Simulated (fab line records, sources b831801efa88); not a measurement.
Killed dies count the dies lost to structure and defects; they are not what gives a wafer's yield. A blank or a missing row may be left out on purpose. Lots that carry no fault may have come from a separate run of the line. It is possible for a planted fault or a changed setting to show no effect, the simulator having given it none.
Chamber matching || flow sfqLine || SFQ_TRILAYER_I2_CMP_CMP_064 on cmp-02: 4 sister chambers
The step polishes SiO2. 14 wafers are shown with their chamber, then 7 later ones without.

EACH WAFER AND ITS CHAMBER
{"wafer": "L368.4", "chamber": 1, "timeToEndpointS (s)": 208, "motorCurrentA (A)": 10.0, "platenRpm (rpm)": 60.00}
{"wafer": "L368.5", "chamber": 3, "timeToEndpointS (s)": 219, "motorCurrentA (A)": 10.1, "platenRpm (rpm)": 59.99}
{"wafer": "L368.6", "chamber": 0, "timeToEndpointS (s)": 223, "motorCurrentA (A)": 10.5, "platenRpm (rpm)": 59.95}
{"wafer": "L370.3", "chamber": 2, "timeToEndpointS (s)": 211, "motorCurrentA (A)": 9.7, "platenRpm (rpm)": 59.97}
{"wafer": "L370.5", "chamber": 2, "timeToEndpointS (s)": 220, "motorCurrentA (A)": 9.7, "platenRpm (rpm)": 59.94}
{"wafer": "L370.6", "chamber": 1, "timeToEndpointS (s)": 211, "motorCurrentA (A)": 10.1, "platenRpm (rpm)": 60.01}
{"wafer": "L371.1", "chamber": 1, "timeToEndpointS (s)": 220, "motorCurrentA (A)": 10.2, "platenRpm (rpm)": 59.96}
{"wafer": "L371.2", "chamber": 3, "timeToEndpointS (s)": 217, "motorCurrentA (A)": 9.1, "platenRpm (rpm)": 60.02}
{"wafer": "L371.3", "chamber": 0, "timeToEndpointS (s)": 229, "motorCurrentA (A)": 10.3, "platenRpm (rpm)": 60.00}
{"wafer": "L377.2", "chamber": 2, "timeToEndpointS (s)": 220, "motorCurrentA (A)": 9.3, "platenRpm (rpm)": 60.02}
{"wafer": "L377.3", "chamber": 1, "timeToEndpointS (s)": 207, "motorCurrentA (A)": 9.5, "platenRpm (rpm)": 59.97}
{"wafer": "L377.4", "chamber": 0, "timeToEndpointS (s)": 229, "motorCurrentA (A)": 10.2, "platenRpm (rpm)": 59.91}
{"wafer": "L378.4", "chamber": 0, "timeToEndpointS (s)": 229, "motorCurrentA (A)": 10.6, "platenRpm (rpm)": 60.04}
{"wafer": "L378.1", "chamber": 2, "timeToEndpointS (s)": 215, "motorCurrentA (A)": 9.6, "platenRpm (rpm)": 60.02}

SIGNATURES, as means of the wafers listed above
{"reading": "timeToEndpointS", "chamber 0": 227.50, "chamber 1": 211.50, "chamber 2": 216.50, "chamber 3": 218.00, "scatter within a chamber": 4.37}
{"reading": "motorCurrentA", "chamber 0": 10.400, "chamber 1": 9.950, "chamber 2": 9.575, "chamber 3": 9.600, "scatter within a chamber": 0.316}
{"reading": "platenRpm", "chamber 0": 59.9750, "chamber 1": 59.9850, "chamber 2": 59.9875, "chamber 3": 60.0050, "scatter within a chamber": 0.0407}
Rule: for a wafer and a chamber, the distance is found by dividing, reading by reading, the gap between the wafer's reading and the chamber's mean by the reading's scatter, squaring, summing and taking the root. The wafer belongs to the nearest chamber; if the next one is less than 2 further off, it can't be placed. The scatter is the square root of a quotient: the sum, over the shown wafers, of each reading's squared deviation from its chamber's mean, divided by wafers minus chambers.

WAFERS WITH NO CHAMBER GIVEN
{"wafer": "L378.6", "timeToEndpointS (s)": 219, "motorCurrentA (A)": 9.6, "platenRpm (rpm)": 60.03}
{"wafer": "L381.1", "timeToEndpointS (s)": 201, "motorCurrentA (A)": 9.4, "platenRpm (rpm)": 59.99}
{"wafer": "L381.5", "timeToEndpointS (s)": 210, "motorCurrentA (A)": 9.7, "platenRpm (rpm)": 59.98}
{"wafer": "L381.6", "timeToEndpointS (s)": 211, "motorCurrentA (A)": 10.3, "platenRpm (rpm)": 60.00}
{"wafer": "L385.1", "timeToEndpointS (s)": 211, "motorCurrentA (A)": 9.7, "platenRpm (rpm)": 59.98}
{"wafer": "L385.2", "timeToEndpointS (s)": 227, "motorCurrentA (A)": 9.9, "platenRpm (rpm)": 60.06}
{"wafer": "L385.6", "timeToEndpointS (s)": 227, "motorCurrentA (A)": 10.3, "platenRpm (rpm)": 59.98}

WHICH CHAMBER EACH WENT THROUGH
{"wafer": "L378.6", "from the rows above": "can't be placed: 3 or 2 or 1", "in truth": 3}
{"wafer": "L381.1", "from the rows above": "can't be placed: 1 or 2 or 3", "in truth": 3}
{"wafer": "L381.5", "from the rows above": "can't be placed: 1 or 2 or 3", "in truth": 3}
{"wafer": "L381.6", "from the rows above": "can't be placed: 1 or 2 or 3", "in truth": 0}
{"wafer": "L385.1", "from the rows above": "can't be placed: 1 or 2 or 3", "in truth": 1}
{"wafer": "L385.2", "from the rows above": "can't be placed: 0 or 3 or 2 or 1", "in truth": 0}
{"wafer": "L385.6", "from the rows above": 0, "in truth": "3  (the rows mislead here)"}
Correctly placed: 0 of 7. Cannot be placed on the basis of these rows: 6; the candidates contain the true chamber in 5. Number placed wrongly: 1.
